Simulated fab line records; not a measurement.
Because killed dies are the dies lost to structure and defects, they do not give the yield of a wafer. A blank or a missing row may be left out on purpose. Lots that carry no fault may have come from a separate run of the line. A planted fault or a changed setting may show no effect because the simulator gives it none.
fab line records    flow gf180mcu    part 2 of 2: steps 26 to 34 of 34
record: lots: 5  wafers: 15  last_day: 35
route steps=602 shown V2@393 M3@409
lots with no fault: from the same line, run without faults
start_h: the number of hours between the record's first day and the start of the first shown wafer of the lot    wait_h: time in hours since the lot's previous step    " as in the row above    L1.1+2: a row that stands for several wafers    - either no value or no given start    * or withheld: withheld    < > ~ a bound
route shown NAME@n: names a module that has steps shown in the file, with the first one's number in the route    usual: the fault-free wafers' mean and standard deviation    same: alike in all rows    chamber/n: place in a boat    sites: the reading at each site    _std_site: their standard deviation    _edge_site: inner sites' mean taken away from outer sites' mean    radius_mm: for every site, how far away it sits from the centre of the wafer    mask NAME#n: copy n    behind: the tool/chamber that last shaped the wafer    hold: what put the lot on hold/how long, in hours/how the hold closed    device: which transistor (n, p or np) failed to switch    end of line: the tests these same wafers got at the end of their route    step lacking rows: just its recipe    killed: dies lost to structure and defects at the first sort, not the wafer's yield    map: shows each die of a wafer: x if killed, . if not, _ if none is there
set.NAME: the setting the step ran with; set.NAME@STEP: the setting that earlier step ran with    model.NAME: the simulator's own value behind a step, which no gauge read
a table for each step, a row for each wafer; lots at some steps of the route
services: the hour from which a tool's chamber was out of use, counted from the record's first day as start_h (under 0 if before that day), plus the number of hours and why
== steps ==
step: GF_M3_COAT_09
recipe: resist: KrF  spin_rpm: withheld  resist_thk_nm: 1016
lot.wafer   tool            chamber  start_h  wait_h
L074.1+3+4  litho_track-04  0        526.31   0.1
L080.1+5+6  litho_track-01  0        576.34   0.1
L086.2+3+4  litho_track-02  0        622.24   0.1
L091.2+5+6  litho_track-02  0        660.39   0.1
L095.2+5+6  litho_track-02  0        682.34   0.1
step: GF_M3_SOFTBAKE_10
recipe: temp_c: 130  time_s: 60  resist: KrF
usual: plate_temp_C: 130.02/0.13
lot.wafer  tool            chamber  start_h  wait_h  plate_temp_C
L074.1     litho_track-04  0        526.46   0.1     130.05
L074.3     "               0        "        "       130.12
L074.4     "               0        "        "       130.14
L080.1     litho_track-01  0        576.49   0.1     130.09
L080.5     "               0        "        "       130.25
L080.6     "               0        "        "       130.33
L086.2     litho_track-02  0        622.39   0.1     130.04
L086.3     "               0        "        "       130.18
L086.4     "               0        "        "       129.89
L091.2     litho_track-02  0        660.54   0.1     130.03
L091.5     "               0        "        "       130.17
L091.6     "               0        "        "       130.09
L095.2     litho_track-02  0        682.49   0.1     130.02
L095.5     "               0        "        "       129.91
L095.6     "               0        "        "       130.02
step: GF_M3_EXPOSE_11
recipe: mask_id: Metal3  target_cd_nm: 280  na: 0.68  source_shape: conventional  sigma_outer: 0.6  dose_mj: 28
usual: focus_offset_nm: 0.0/0.52
lot.wafer  tool            chamber  start_h  wait_h  mask      focus_offset_nm
L074.1     krf_scanner-01  0        -        -       Metal3#0  -0.5
L074.3     "               0        "        "       Metal3#0  0.3
L074.4     "               0        "        "       Metal3#0  -0.1
L080.1     krf_scanner-01  0        -        -       Metal3#0  0.4
L080.5     "               0        "        "       Metal3#0  1.3
L080.6     "               0        "        "       Metal3#0  0.4
L086.2     krf_scanner-02  0        -        -       Metal3#0  0.3
L086.3     "               0        "        "       Metal3#0  0.0
L086.4     "               0        "        "       Metal3#0  0.9
L091.2     krf_scanner-01  0        -        -       Metal3#0  0.6
L091.5     "               0        "        "       Metal3#0  0.8
L091.6     "               0        "        "       Metal3#0  -0.1
L095.2     krf_scanner-02  0        -        -       Metal3#0  -0.5
L095.5     "               0        "        "       Metal3#0  -1.2
L095.6     "               0        "        "       Metal3#0  0.2
step: GF_M3_PEB_12
recipe: peb_temp_c: 135  peb_time_s: 90  resist: KrF
usual: plate_temp_C: 135.01/0.15
lot.wafer  tool            chamber  start_h  wait_h  plate_temp_C
L074.1     litho_track-04  0        -        -       134.90
L074.3     "               0        "        "       134.83
L074.4     "               0        "        "       134.82
L080.1     litho_track-02  0        -        -       135.23
L080.5     "               0        "        "       135.02
L080.6     "               0        "        "       135.03
L086.2     litho_track-01  0        -        -       135.07
L086.3     "               0        "        "       135.26
L086.4     "               0        "        "       135.20
L091.2     litho_track-01  0        -        -       134.97
L091.5     "               0        "        "       135.01
L091.6     "               0        "        "       134.91
L095.2     litho_track-01  0        -        -       134.84
L095.5     "               0        "        "       135.02
L095.6     "               0        "        "       134.90
step: GF_M3_DEVELOP_13
recipe: develop_time_s: 60  dev_temp_c: 21
lot.wafer   tool            chamber  start_h  wait_h
L074.1+3+4  litho_track-04  0        538.41   0.2
L080.1+5+6  litho_track-02  0        588.17   0.2
L086.2+3+4  litho_track-01  0        633.31   0.2
L091.2+5+6  litho_track-01  0        670.26   0.2
L095.2+5+6  litho_track-01  0        692.26   0.2
step: GF_M3_CD_MEAS_14
recipe: target_cd_nm: 280
usual: cd_nm: 280.5/1.1
lot.wafer  tool       chamber  start_h  wait_h  cd_nm
L074.1     cd_sem-01  -        538.56   0.1     279.7
L074.3     "          -        "        "       279.5
L074.4     "          -        "        "       279.4
L080.1     cd_sem-02  -        588.32   0.1     279.4
L080.5     "          -        "        "       279.9
L080.6     "          -        "        "       278.9
L086.2     cd_sem-01  -        633.46   0.1     281.6
L086.3     "          -        "        "       281.5
L086.4     "          -        "        "       280.4
L091.2     cd_sem-02  -        670.41   0.1     279.9
L091.5     "          -        "        "       282.1
L091.6     "          -        "        "       279.9
L095.2     cd_sem-01  -        692.45   0.2     281.8
L095.5     "          -        "        "       280.4
L095.6     "          -        "        "       281.9
step: GF_M3_OVL_MEAS_15
usual: M3_OVL: -1/4.8
lot.wafer  tool        chamber  start_h  wait_h  M3_OVL[nm]
L074.1     overlay-02  -        538.68   0.1     -3
L074.3     "           -        "        "       -6
L074.4     "           -        "        "       -3
L080.1     overlay-01  -        588.44   0.1     -6
L080.5     "           -        "        "       -2
L080.6     "           -        "        "       0
L086.2     overlay-02  -        633.56   0.1     -4
L086.3     "           -        "        "       4
L086.4     "           -        "        "       4
L091.2     overlay-02  -        670.51   0.1     6
L091.5     "           -        "        "       1
L091.6     "           -        "        "       7
L095.2     overlay-02  -        692.55   0.1     -7
L095.5     "           -        "        "       3
L095.6     "           -        "        "       4
step: GF_M3_METAL_ETCH_16
recipe: chemistry: Cl2/BCl3  mask_material: KrF  target_depth_nm: 750.8  stop_on: SiO2  pressure_mtorr: 8  icp_w: 800  bias_w: 140  Cl2_flow_sccm: 80  bcl3_flow_sccm: 40  time_s: 125.1
usual: drypump_motor_current_A: 5.6/0.47  mfc_cl2_sccm: 80.01/0.27  oes_product_au: 0.991/0.0061  throttle_valve_pct: 28.230/0.011
lot.wafer  tool          chamber  start_h  wait_h  drypump_motor_current_A  mfc_cl2_sccm  oes_product_au  rf_hours_counter_h  throttle_valve_pct
L074.1     rie_metal-01  0        538.71   0.0     5.5                      80.41         0.989           2                   28.223
L074.3     "             0        "        "       5.5                      80.35         0.987           -                   28.237
L074.4     "             1        "        "       6.4                      80.72         0.996           -                   28.232
L080.1     rie_metal-03  1        588.47   0.0     5.3                      80.02         0.981           7                   28.252
L080.5     "             1        "        "       5.3                      79.53         0.996           -                   28.235
L080.6     "             0        "        "       5.5                      80.39         0.992           -                   28.223
L086.2     rie_metal-04  0        633.59   0.0     6.2                      80.43         0.997           11                  28.228
L086.3     "             0        "        "       6.2                      80.23         0.995           -                   28.217
L086.4     "             1        "        "       5.0                      80.21         0.991           -                   28.220
L091.2     rie_metal-03  1        670.54   0.0     5.2                      80.00         0.978           10                  28.243
L091.5     "             0        "        "       5.5                      79.68         0.995           -                   28.240
L091.6     "             1        "        "       5.2                      80.08         0.986           -                   28.235
L095.2     rie_metal-03  1        692.58   0.0     5.2                      79.85         0.976           11                  28.240
L095.5     "             1        "        "       5.2                      79.93         0.989           -                   28.229
L095.6     "             0        "        "       5.5                      80.10         0.986           -                   28.228
step: GF_M3_STRIP_17
recipe: chemistry: O2/N2  power_w: 1400  pressure_mtorr: 1500  platen_temp_c: 250  o2_flow_sccm: 3000  n2_flow_sccm: 300  overash_fraction: 0.5
usual: drypump_motor_current_A: 5.7/0.46  heater_power_w: 318/33  oes_product_au: 0.544/0.0055  strip_time_to_endpoint_s: 7.53/0.073
lot.wafer  tool             chamber  start_h  wait_h  drypump_motor_current_A  heater_power_w  oes_product_au  rf_hours_counter_h  strip_time_to_endpoint_s
L074.1     plasma_asher-03  0        538.84   0.1     5.8                      302             0.543           12                  7.54
L074.3     "                0        "        "       5.8                      300             0.530           -                   7.52
L074.4     "                1        "        "       6.6                      300             0.547           -                   7.46
L080.1     plasma_asher-01  0        588.60   0.1     5.0                      323             0.542           48                  7.61
L080.5     "                0        "        "       5.0                      324             0.544           -                   7.62
L080.6     "                1        "        "       5.7                      276             0.539           -                   7.52
L086.2     plasma_asher-03  1        633.72   0.1     6.6                      295             0.548           22                  7.51
L086.3     "                0        "        "       5.8                      293             0.549           -                   7.49
L086.4     "                1        "        "       6.6                      296             0.544           -                   7.48
L091.2     plasma_asher-04  0        670.67   0.1     5.6                      383             0.552           108                 7.69
L091.5     "                1        "        "       5.7                      313             0.550           -                   7.58
L091.6     "                0        "        "       5.6                      378             0.553           -                   7.70
L095.2     plasma_asher-03  1        692.71   0.1     6.6                      301             0.539           25                  7.61
L095.5     "                1        "        "       6.6                      293             0.552           -                   7.61
L095.6     "                0        "        "       5.8                      297             0.533           -                   7.56
== services ==
tool             chamber  start_h  hours  kind
cvd_w-01         1        478.42   4.1    repair
cmp-02           -        483.65   5.9    pm
krf_scanner-01   -        487.85   0.1    repair
rie_diel-01      -        508.03   0.5    repair
rie_diel-01      3        513.12   4.4    repair
krf_scanner-01   -        515.43   3.6    pm
pvd_sputter-02   -        515.81   3.5    repair
cvd_w-01         -        521.68   1.0    repair
rie_diel-03      3        524.56   3.4    repair
krf_scanner-02   -        528.84   1.3    pm
krf_scanner-02   -        540.08   1.0    pm
rie_diel-01      0        542.88   4.4    repair
plasma_asher-03  -        546.08   6.2    repair
pvd_sputter-01   -        549.63   1.2    repair
rie_diel-03      2        550.29   11.7   repair
rie_diel-01      0        564.30   9.3    repair
rie_diel-03      -        591.27   0.1    repair
krf_scanner-02   -        608.73   1.7    repair
rie_diel-01      0        609.06   4.5    repair
krf_scanner-02   -        620.12   0.8    pm
pvd_sputter-01   -        648.52   0.9    repair
plasma_asher-03  -        651.16   35.8   pm
pvd_sputter-01   -        655.87   3.9    repair
pvd_sputter-03   -        669.65   1.0    repair
